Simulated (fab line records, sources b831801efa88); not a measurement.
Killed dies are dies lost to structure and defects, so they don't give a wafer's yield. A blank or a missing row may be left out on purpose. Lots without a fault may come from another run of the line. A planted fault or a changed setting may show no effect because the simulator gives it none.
fab line records | flow sky130
record lots=6 wafers=18 last_day=50
route steps=708 shown VIA1@482 METAL2@483 PAD_OPEN@708
lots that met no fault: from a run of the same line without faults
start_h: hours from the record's first day to the start of the lot's first wafer shown | wait_h: hours since the lot's step before | " the same as in the row above | L1.1+2: a row that stands for several wafers | - no value, or no start given | * or withheld: withheld | < > ~ a bound
route shown NAME@n: a module of which the file shows steps, and the number in the route of the first | usual: mean/standard deviation of fault-free wafers | same: alike in all rows | chamber/n: place in a boat | sites: the reading at each site | _std_site: their standard deviation | _edge_site: outer sites' mean less inner sites' | radius_mm: how far each site lies from the wafer's centre | mask NAME#n: copy n | behind: the tool/chamber that last shaped the wafer | hold: why the lot was held/for how many hours/how that ended | device: the transistor (n, p or np) that didn't switch | end of line: the same wafers' tests at the end of the route | a step without rows: its recipe alone | killed: dies lost to structure and defects at the first sort, not the wafer's yield | map: a wafer's dies, x killed, . not, _ none there
set.NAME: the setting as run; set.NAME@STEP: as run at that earlier step | model.NAME: the simulator's own value behind a step, which no gauge read
lots at some steps of the route; a table a step, a row a wafer
services: from which hour (start_h, from the record's first day; less than 0 if before it) a tool's chamber was out of use, for how many hours, and why
## steps
# step SKY_VIA1_CMP_24
# recipe stop_on=SiO2 t_overpolish_s=15 down_force_psi=3.5 platen_rpm=60 target_thk_nm=0 pad_velocity_m_s=0.94248
# usual motor_current_A=11.2/1.6 overpolish_run_s=14.999/0.0088 slurry_flow_ml_min=150.0/0.51 time_to_endpoint_s=66/4.5
# columns lot.wafer tool chamber start_h wait_h motor_current_A overpolish_run_s slurry_flow_ml_min time_to_endpoint_s
L261.3 cmp-02 2 813.69 0.0 9.8 15.010 150.2 72
L261.1 " 0 " " 15.6 15.005 150.8 70
L261.2 " 1 " " 10.7 14.986 150.3 71
L267.4 cmp-02 1 867.24 0.2 10.9 15.001 150.2 70
L267.6 " 2 " " 9.9 14.999 149.8 68
L267.5 " 3 " " 10.0 15.010 149.8 69
L271.1 cmp-02 1 892.30 0.1 10.4 14.988 150.3 71
L271.3 " 2 " " 10.1 15.007 150.2 68
L271.5 " 1 " " 11.6 15.007 149.7 72
L273.2 cmp-02 0 902.02 0.1 15.0 14.998 150.1 69
L273.4 " 2 " " 10.2 15.015 149.7 69
L273.6 " 0 " " 15.5 15.005 150.4 65
L278.4 cmp-02 3 936.08 0.1 9.5 14.994 149.6 70
L278.1 " 1 " " 10.4 14.996 150.9 73
L278.6 " 3 " " 9.6 14.987 149.3 71
L280.3 cmp-01 0 951.04 0.0 11.7 15.002 150.3 62
L280.1 " 2 " " 10.5 15.001 151.0 66
L280.4 " 3 " " 10.0 15.013 150.0 69
# step SKY_METAL2_SPUTTER_00
# recipe material=Ti target_thk_nm=15 power_w=3000 time_s=10 chamber_pressure_pa=0.4
# usual throttle_valve_pct=30.0/1.2
# columns lot.wafer tool chamber start_h wait_h throttle_valve_pct
L261.1 pvd_sputter-01 - 813.99 0.1 29.7
L261.2 " - " " 28.8
L261.3 " - " " 31.2
L267.4 pvd_sputter-04 - 867.39 0.1 30.7
L267.5 " - " " 31.4
L267.6 " - " " 30.7
L271.1 pvd_sputter-01 - 892.55 0.2 28.7
L271.3 " - " " 30.7
L271.5 " - " " 28.8
L273.2 pvd_sputter-03 - 902.27 0.2 31.0
L273.4 " - " " 31.2
L273.6 " - " " 27.8
L278.1 pvd_sputter-03 - 936.33 0.1 30.2
L278.4 " - " " 27.7
L278.6 " - " " 30.3
L280.1 pvd_sputter-03 - 951.34 0.1 30.8
L280.3 " - " " 31.3
L280.4 " - " " 30.9
# step SKY_METAL2_SPUTTER_01
# recipe material=TiN target_thk_nm=20 power_w=6500 time_s=16.7 chamber_pressure_pa=0.4127
# usual throttle_valve_pct=30.0/1.2
# columns lot.wafer tool chamber start_h wait_h throttle_valve_pct
L261.1 pvd_sputter-01 - 814.02 0.0 29.8
L261.2 " - " " 29.0
L261.3 " - " " 30.9
L267.4 pvd_sputter-04 - 867.41 0.0 30.4
L267.5 " - " " 31.2
L267.6 " - " " 30.6
L271.1 pvd_sputter-01 - 892.57 0.0 28.7
L271.3 " - " " 30.8
L271.5 " - " " 28.8
L273.2 pvd_sputter-03 - 902.29 0.0 31.0
L273.4 " - " " 31.1
L273.6 " - " " 27.5
L278.1 pvd_sputter-03 - 936.35 0.0 30.1
L278.4 " - " " 27.5
L278.6 " - " " 30.4
L280.1 pvd_sputter-03 - 951.37 0.0 30.9
L280.3 " - " " 31.2
L280.4 " - " " 31.0
# step SKY_METAL2_SPUTTER_02
# recipe material=AlCu target_thk_nm=250 power_w=10600 time_s=13.3 chamber_pressure_pa=0.4
# usual throttle_valve_pct=30.1/1.2
# columns lot.wafer tool chamber start_h wait_h throttle_valve_pct
L261.1 pvd_sputter-01 - 814.04 0.0 29.7
L261.2 " - " " 29.0
L261.3 " - " " 31.3
L267.4 pvd_sputter-04 - 867.44 0.0 30.6
L267.5 " - " " 31.3
L267.6 " - " " 30.5
L271.1 pvd_sputter-01 - 892.60 0.0 28.9
L271.3 " - " " 30.9
L271.5 " - " " 29.1
L273.2 pvd_sputter-03 - 902.31 0.0 30.8
L273.4 " - " " 31.5
L273.6 " - " " 27.8
L278.1 pvd_sputter-03 - 936.38 0.0 30.3
L278.4 " - " " 27.6
L278.6 " - " " 30.0
L280.1 pvd_sputter-03 - 951.39 0.0 30.8
L280.3 " - " " 31.6
L280.4 " - " " 30.8
# step SKY_METAL2_SPUTTER_03
# recipe material=Ti target_thk_nm=5 power_w=3000 time_s=3.3 chamber_pressure_pa=0.4
# step SKY_METAL2_SPUTTER_04
# recipe material=TiN target_thk_nm=70 power_w=6500 time_s=58.3 chamber_pressure_pa=0.4
# usual throttle_valve_pct=30.1/1.2
# columns lot.wafer tool chamber start_h wait_h throttle_valve_pct
L261.1 pvd_sputter-01 - 814.08 0.0 29.7
L261.2 " - " " 29.0
L261.3 " - " " 31.2
L267.4 pvd_sputter-04 - 867.48 0.0 30.3
L267.5 " - " " 31.3
L267.6 " - " " 30.4
L271.1 pvd_sputter-01 - 892.64 0.0 29.0
L271.3 " - " " 30.7
L271.5 " - " " 28.8
L273.2 pvd_sputter-03 - 902.36 0.0 30.9
L273.4 " - " " 31.2
L273.6 " - " " 27.8
L278.1 pvd_sputter-03 - 936.42 0.0 30.3
L278.4 " - " " 27.6
L278.6 " - " " 30.4
L280.1 pvd_sputter-03 - 951.43 0.0 31.0
L280.3 " - " " 31.6
L280.4 " - " " 31.1
# step SKY_METAL2_RS_MEAS_05
# recipe thk_meas_gauge=four-point-probe reads=TiN_of_METAL2_SPUTTER_04+Ti_of_METAL2_SPUTTER_03+AlCu_of_METAL2_SPUTTER_02+TiN_of_METAL2_SPUTTER_01+Ti_of_METAL2_SPUTTER_00
# usual METAL2_ALCU_RS=0.1269/0.0016
# columns lot.wafer tool chamber start_h wait_h METAL2_ALCU_RS[ohm/sq]
L261.1 film_metro-01 - 814.13 0.0 0.1280
L261.2 " - " " 0.1283
L261.3 " - " " 0.1273
L267.4 film_metro-03 - 867.59 0.1 0.1253
L267.5 " - " " 0.1251
L267.6 " - " " 0.1262
L271.1 film_metro-03 - 892.69 0.0 0.1274
L271.3 " - " " 0.1275
L271.5 " - " " 0.1294
L273.2 film_metro-04 - 902.43 0.0 0.1258
L273.4 " - " " 0.1284
L273.6 " - " " 0.1267
L278.1 film_metro-03 - 936.47 0.0 0.1264
L278.4 " - " " 0.1265
L278.6 " - " " 0.1263
L280.1 film_metro-03 - 951.48 0.0 0.1269
L280.3 " - " " 0.1286
L280.4 " - " " 0.1256
# step SKY_METAL2_THK_MEAS_06
# recipe thk_meas_gauge=xrf reads=AlCu_of_METAL2_SPUTTER_02
# usual METAL2_ALCU_THK=247/3.2
# columns lot.wafer tool chamber start_h wait_h METAL2_ALCU_THK[nm]
L261.1 film_metro-01 - 814.25 0.1 248
L261.2 " - " " 243
L261.3 " - " " 250
L267.4 film_metro-03 - 867.68 0.1 250
L267.5 " - " " 249
L267.6 " - " " 247
L271.1 film_metro-03 - 892.81 0.1 249
L271.3 " - " " 245
L271.5 " - " " 246
L273.2 film_metro-04 - 902.54 0.1 250
L273.4 " - " " 244
L273.6 " - " " 247
L278.1 film_metro-03 - 936.59 0.1 249
L278.4 " - " " 249
L278.6 " - " " 249
L280.1 film_metro-03 - 951.60 0.1 247
L280.3 " - " " 245
L280.4 " - " " 251
# step SKY_METAL2_DEHYDRATE_07
# recipe temp_c=200 time_s=60
# step SKY_METAL2_HMDS_08
# recipe prime_time_s=60 prime_temp_c=120
# step SKY_METAL2_COAT_09
# recipe resist=BARC temp_c=withheld time_s=withheld spin_rpm=3000 resist_thk_nm=60
# step SKY_METAL2_COAT_10
# recipe resist=KrF-thick spin_rpm=3000 resist_thk_nm=450
# step SKY_METAL2_SOFTBAKE_11
# recipe temp_c=100 time_s=90 resist=KrF-thick
# usual exhaust_pa=45.0/0.86 heater_power_total_W=57.36/0.12 plate_temp_C=100.04/0.13
# columns lot.wafer tool chamber start_h wait_h exhaust_pa heater_power_total_W plate_temp_C
L261.1 litho_track-01 0 827 - 44.9 57.56 99.95
L261.2 " 0 " " 44.7 57.14 99.95
L261.3 " 0 " " 44.2 57.25 99.84
L267.4 litho_track-02 0 880 - 44.1 57.51 100.08
L267.5 " 0 " " 44.6 57.25 100.13
L267.6 " 0 " " 44.3 57.29 100.11
L271.1 litho_track-02 0 905 - 45.7 56.56 99.25
L271.3 " 0 " " 46.0 56.83 99.20
L271.5 " 0 " " 45.0 56.74 99.18
L273.2 litho_track-02 0 915 - 45.7 56.73 99.09
L273.4 " 0 " " 45.2 56.59 99.03
L273.6 " 0 " " 45.4 56.47 99.19
L278.1 litho_track-04 0 948 - 44.0 57.37 100.37
L278.4 " 0 " " 44.3 57.17 100.39
L278.6 " 0 " " 45.4 57.49 100.18
L280.1 litho_track-01 0 963 - 44.8 57.40 100.17
L280.3 " 0 " " 44.9 57.29 100.14
L280.4 " 0 " " 45.2 57.38 100.06
# step SKY_METAL2_EXPOSE_12
# recipe mask_id=MM2 na=0.8 source_shape=annular sigma_inner=0.55 sigma_outer=0.85 target_cd_nm=140 dose_mj=28
# step SKY_PAD_OPEN_PROBE_99
# usual defect_limited_yield=82.4/2 killed_at_M0_to_M3=44/7.1 killed_at_M4_up=3/1.6 killed_at_contacts=24/5.4 killed_at_front_end=15/4.7 killed_at_other=0.3/0.51 killed_dies=87/9.9 killed_open=48/7.6 killed_short=39/6.3 sort_bin_3_pad_short=0.9/0.39 sort_bin_5_function=10.5/1.6 sort_bin_6_memory=6.3/1.1 sort_n_pass=405/9.9 sort_yield_pct=82.4/2
# same gross_dies=492 killed_at_back_side=0 sort_bin_4_leakage[%]=0 sort_bin_8_speed[%]=0
# columns lot.wafer tool chamber start_h wait_h defect_limited_yield[%] killed_at_M0_to_M3 killed_at_M4_up killed_at_contacts killed_at_front_end killed_at_other killed_dies killed_open killed_short sort_bin_3_pad_short[%] sort_bin_5_function[%] sort_bin_6_memory[%] sort_n_pass sort_yield_pct[%]
L261.1 prober-02 - 1090.73 0.1 83.3 46 5 14 17 0 82 40 42 0.4 11.6 4.7 410 83.3
L261.2 prober-02 - 1090.78 0.1 79.5 56 3 25 17 0 101 67 34 1.4 11.0 8.1 391 79.5
L261.3 prober-02 - 1090.83 0.2 81.1 48 2 30 13 0 93 58 35 0.4 11.2 7.3 399 81.1
L267.4 prober-01 - 1134.35 0.2 81.3 41 3 36 11 1 92 57 35 1.2 12.8 4.7 400 81.3
L267.5 prober-01 - 1134.40 0.2 79.3 53 6 32 11 0 102 46 56 1.6 12.6 6.5 390 79.3
L267.6 prober-01 - 1134.45 0.2 83.7 39 3 29 9 0 80 55 25 0.6 9.3 6.3 412 83.7
L271.1 prober-02 - 1153.89 0.1 81.5 46 1 29 15 0 91 51 40 1.4 10.2 6.9 401 81.5
L271.3 prober-02 - 1153.99 0.2 82.1 51 1 20 14 2 88 52 36 1.2 11.6 5.1 404 82.1
L271.5 prober-02 - 1154.09 0.2 81.5 46 3 21 21 0 91 51 40 0.4 11.0 7.1 401 81.5
L280.1 prober-01 - 1191.49 0.1 84.8 38 5 18 14 0 75 42 33 1.4 8.1 5.7 417 84.8
L280.3 prober-01 - 1191.59 0.2 83.9 48 5 17 9 0 79 44 35 0.6 9.8 5.7 413 83.9
L280.4 prober-01 - 1191.64 0.2 84.6 35 3 27 11 0 76 43 33 0.4 7.5 7.5 416 84.6
# killed by level:class
L261.1 METAL2:geometric_particle:short=9 VIA1:geometric_particle:open=9 POLY_GATE:geometric_particle:short=7 VIA3:geometric_particle:open=6 CONTACT:geometric_particle:open=5 VIA1:geometric_particle:short=5 VIA2:geometric_particle:open=5 METAL3:geometric_particle:short=4
L261.2 VIA1:geometric_particle:open=12 VIA3:geometric_particle:open=11 LI_CONTACT:geometric_particle:open=8 CONTACT:geometric_particle:open=8 VIA2:geometric_particle:open=8 METAL1:geometric_particle:short=6 FIELD_ISO:geometric_particle:open=5 POLY_GATE:geometric_particle:open=5
L261.3 VIA1:geometric_particle:open=12 LI_CONTACT:geometric_particle:open=11 CONTACT:geometric_particle:open=11 VIA2:geometric_particle:open=9 METAL1:geometric_particle:short=7 FIELD_ISO:geometric_particle:short=5 CONTACT:geometric_particle:short=5 VIA3:geometric_particle:open=5
L267.4 CONTACT:geometric_particle:open=15 VIA1:geometric_particle:open=11 LI_CONTACT:geometric_particle:open=9 VIA1:geometric_particle:short=8 VIA2:geometric_particle:open=6 METAL1:geometric_particle:short=5 LOCAL_INTERCONNECT:geometric_particle:short=4 CONTACT:geometric_particle:short=4
L267.5 VIA1:geometric_particle:open=15 CONTACT:geometric_particle:short=10 VIA1:geometric_particle:short=9 VIA2:geometric_particle:open=9 LI_CONTACT:geometric_particle:open=8 FIELD_ISO:geometric_particle:short=6 LOCAL_INTERCONNECT:geometric_particle:short=6 CONTACT:geometric_particle:open=6
L267.6 CONTACT:geometric_particle:open=11 VIA2:geometric_particle:open=10 METAL1:geometric_particle:short=7 LOCAL_INTERCONNECT:geometric_particle:open=6 LI_CONTACT:geometric_particle:open=5 VIA1:geometric_particle:open=5 VIA3:geometric_particle:open=5 CONTACT:geometric_particle:short=4
L271.1 CONTACT:geometric_particle:open=14 VIA1:geometric_particle:open=13 VIA2:geometric_particle:open=7 VIA1:geometric_particle:short=6 LI_CONTACT:geometric_particle:open=6 METAL2:geometric_particle:short=6 FIELD_ISO:geometric_particle:open=5 POLY_GATE:geometric_particle:short=4
L271.3 VIA1:geometric_particle:open=11 VIA3:geometric_particle:open=8 METAL1:geometric_particle:short=7 VIA1:geometric_particle:short=7 POLY_GATE:geometric_particle:open=6 CONTACT:geometric_particle:open=6 LI_CONTACT:geometric_particle:open=5 VIA2:geometric_particle:open=5
L271.5 VIA1:geometric_particle:open=11 METAL1:geometric_particle:short=8 POLY_GATE:geometric_particle:open=7 CONTACT:geometric_particle:open=7 LI_CONTACT:geometric_particle:open=5 METAL2:geometric_particle:short=5 VIA3:geometric_particle:open=5 FIELD_ISO:geometric_particle:short=4
L280.1 VIA1:geometric_particle:open=16 LI_CONTACT:geometric_particle:open=10 METAL1:geometric_particle:short=6 FIELD_ISO:geometric_particle:open=5 METAL4:geometric_particle:short=5 FIELD_ISO:geometric_particle:short=4 POLY_GATE:geometric_particle:open=3 CONTACT:geometric_particle:open=3
L280.3 VIA1:geometric_particle:open=11 LI_CONTACT:geometric_particle:open=7 METAL1:geometric_particle:short=7 VIA1:geometric_particle:short=7 CONTACT:geometric_particle:open=6 VIA2:geometric_particle:open=6 METAL2:geometric_particle:short=5 VIA3:geometric_particle:open=4
L280.4 CONTACT:geometric_particle:open=10 LI_CONTACT:geometric_particle:open=7 VIA1:geometric_particle:open=7 CONTACT:geometric_particle:short=6 VIA3:geometric_particle:open=5 METAL3:geometric_particle:short=5 VIA2:geometric_particle:open=4 FIELD_ISO:geometric_particle:short=3
## services
# columns tool chamber start_h hours kind
cmp-02 - 801.90 0.3 repair
cmp-01 - 839.18 0.9 repair
cmp-01 - 850.44 7.2 pm
cmp-02 - 869.08 0.5 repair
pvd_sputter-01 - 878.99 1.3 repair
pvd_sputter-04 - 882.69 7.0 repair
cmp-02 - 885.63 1.4 repair
pvd_sputter-01 - 908.66 1.5 repair
cmp-02 - 912.22 4.0 pm
cmp-02 - 916.22 - consumable_replace:conditioner
cmp-02 - 916.22 - consumable_replace:pad
cmp-02 - 919.57 0.5 repair
pvd_sputter-04 - 941.97 3.6 repair
cmp-02 - 942.08 4.7 pm
pvd_sputter-04 - 958.96 1.2 repair
## key
first_sign step=SKY_METAL2_SOFTBAKE_11 reading=plate_temp_C direction=down sigmas=6.8 usual=* struck=*
effect step=SKY_METAL2_SOFTBAKE_11 reading=heater_power_total_W direction=down sigmas=6 usual=* struck=*
met_at SKY_METAL2_SOFTBAKE_11
struck_wafers L271.1,L271.3,L271.5,L273.2,L273.4,L273.6
onset_between 880 905
fault kind=process_parameter_drift tool=litho_track-02 chamber=- onset_h=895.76 steps=SKY_METAL2_SOFTBAKE_11 channel=temp_c offset=* shape=step end_h=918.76 acts_in=* stated=*
